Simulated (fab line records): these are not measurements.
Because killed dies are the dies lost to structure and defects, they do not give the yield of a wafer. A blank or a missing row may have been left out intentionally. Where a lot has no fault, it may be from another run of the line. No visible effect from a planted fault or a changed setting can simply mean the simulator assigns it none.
Commonality check across tools :: flow gf180mcu :: 14 lots, 42 wafers sampled

## WHY IT WAS OPENED
At GF_HV_LDD_TW_MEAS_50 the reading HV_LDD_4_TW is flagged on 2 of 14 lots. Wafers without a fault read 570, standard deviation 3.9.
Rule: a lot is flagged in two cases, either no wafer of it has a number, or all its wafers with numbers fall more than 4 standard deviations from that mean. All remaining lots are regarded as sound.

lot: L352
measured: day 12 07:01
on: film-metro-01
HV_LDD_4_TW, wafer by wafer: 566 563 566
flag: 

lot: L353
measured: day 12 13:16
on: film-metro-01
HV_LDD_4_TW, wafer by wafer: 563 566 564
flag: 

lot: L354
measured: day 12 19:55
on: film-metro-03
HV_LDD_4_TW, wafer by wafer: 571 574 573
flag: 

lot: L356
measured: day 13 15:14
on: film-metro-04
HV_LDD_4_TW, wafer by wafer: 573 573 572
flag: 

lot: L358
measured: day 14 09:12
on: film-metro-04
HV_LDD_4_TW, wafer by wafer: 571 570 573
flag: 

lot: L362
measured: day 15 22:58
on: film-metro-03
HV_LDD_4_TW, wafer by wafer: 570 574 573
flag: 

lot: L363
measured: day 16 04:10
on: film-metro-03
HV_LDD_4_TW, wafer by wafer: 575 575 571
flag: 

lot: L364
measured: day 16 14:04
on: film-metro-04
HV_LDD_4_TW, wafer by wafer: 576 573 571
flag: 

lot: L365
measured: day 16 23:40
on: film-metro-03
HV_LDD_4_TW, wafer by wafer: 574 573 574
flag: 

lot: L369
measured: day 18 05:40
on: film-metro-01
HV_LDD_4_TW, wafer by wafer: 562 564 559
flag: 

lot: L370
measured: day 18 13:42
on: film-metro-01
HV_LDD_4_TW, wafer by wafer: 561 561 563
flag: 

lot: L372
measured: day 19 00:08
on: film-metro-03
HV_LDD_4_TW, wafer by wafer: 534 533 533
flag: FLAGGED

lot: L374
measured: day 19 19:10
on: film-metro-01
HV_LDD_4_TW, wafer by wafer: 531 530 529
flag: FLAGGED

lot: L375
measured: day 20 02:13
on: film-metro-01
HV_LDD_4_TW, wafer by wafer: 565 569 566
flag: 
The numbers of the flagged lots are 532 on average: -38 against the usual, or -10 standard deviations.

## LOT BY LOT: THE TOOL USED
The record keeps 1 process step preceding the reading, out of 602 steps on the route. Every cell lists first the tool, next ch and the chambers used by the sampled wafers, and last the start.
lot: L352
flag: 
GF_HV_LDD_IMPLANT_48: implanter-01 ch 0, day 12 06:46

lot: L353
flag: 
GF_HV_LDD_IMPLANT_48: implanter-04 ch 0, day 12 13:02

lot: L354
flag: 
GF_HV_LDD_IMPLANT_48: implanter-01 ch 0, day 12 19:40

lot: L356
flag: 
GF_HV_LDD_IMPLANT_48: implanter-03 ch 0, day 13 15:01

lot: L358
flag: 
GF_HV_LDD_IMPLANT_48: implanter-03 ch 0, day 14 08:57

lot: L362
flag: 
GF_HV_LDD_IMPLANT_48: implanter-03 ch 0, day 15 22:43

lot: L363
flag: 
GF_HV_LDD_IMPLANT_48: implanter-04 ch 0, day 16 03:55

lot: L364
flag: 
GF_HV_LDD_IMPLANT_48: implanter-04 ch 0, day 16 13:49

lot: L365
flag: 
GF_HV_LDD_IMPLANT_48: implanter-01 ch 0, day 16 23:25

lot: L369
flag: 
GF_HV_LDD_IMPLANT_48: implanter-01 ch 0, day 18 05:25

lot: L370
flag: 
GF_HV_LDD_IMPLANT_48: implanter-03 ch 0, day 18 13:29

lot: L372
flag: FLAGGED
GF_HV_LDD_IMPLANT_48: implanter-01 ch 0, day 18 23:55

lot: L374
flag: FLAGGED
GF_HV_LDD_IMPLANT_48: implanter-01 ch 0, day 19 18:56

lot: L375
flag: 
GF_HV_LDD_IMPLANT_48: implanter-03 ch 0, day 20 01:58
What these steps do:
- GF_HV_LDD_IMPLANT_48
- GF_HV_LDD_TW_MEAS_50

## FLAGGED OVER TOTAL, TOOL BY TOOL (the gauges that took the reading come last)
step: GF_HV_LDD_IMPLANT_48
tool: implanter-01
lots run: 6
flagged: 2
share of the flagged lots: all
sound lots run after its first flagged lot: 0

step: GF_HV_LDD_IMPLANT_48
tool: implanter-03
lots run: 5
flagged: 0
share of the flagged lots: none
sound lots run after its first flagged lot: -

step: GF_HV_LDD_IMPLANT_48
tool: implanter-04
lots run: 3
flagged: 0
share of the flagged lots: none
sound lots run after its first flagged lot: -

step: GF_HV_LDD_TW_MEAS_50
tool: film-metro-01
lots run: 6
flagged: 1
share of the flagged lots: some
sound lots run after its first flagged lot: 1 (L375)

step: GF_HV_LDD_TW_MEAS_50
tool: film-metro-03
lots run: 5
flagged: 1
share of the flagged lots: some
sound lots run after its first flagged lot: 0

step: GF_HV_LDD_TW_MEAS_50
tool: film-metro-04
lots run: 3
flagged: 0
share of the flagged lots: none
sound lots run after its first flagged lot: -

## WHAT THE TABLE PERMITS
Rows of the table that ran each flagged lot: 1, that is implanter-01 at GF_HV_LDD_IMPLANT_48.
- implanter-01 at GF_HV_LDD_IMPLANT_48: 2 of its 6 lots flagged. A fault beginning between L369 (day 18 05:25), its last sound lot, and L372 (day 18 23:55), its first flagged one, fits the data. Its own readings (beam-on-s, faraday-current-uA) fall more than 4 standard deviations out on all wafers of the flagged lots.
What remains is a single tool, implanter-01 at GF_HV_LDD_IMPLANT_48.

## WHAT THE SIMULATOR HAD INSERTED
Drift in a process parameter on implanter-01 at GF_HV_LDD_IMPLANT_48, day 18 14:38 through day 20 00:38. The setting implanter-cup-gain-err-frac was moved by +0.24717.
Lots struck among those shown: L372, L374. The rule given above showed the same thing.
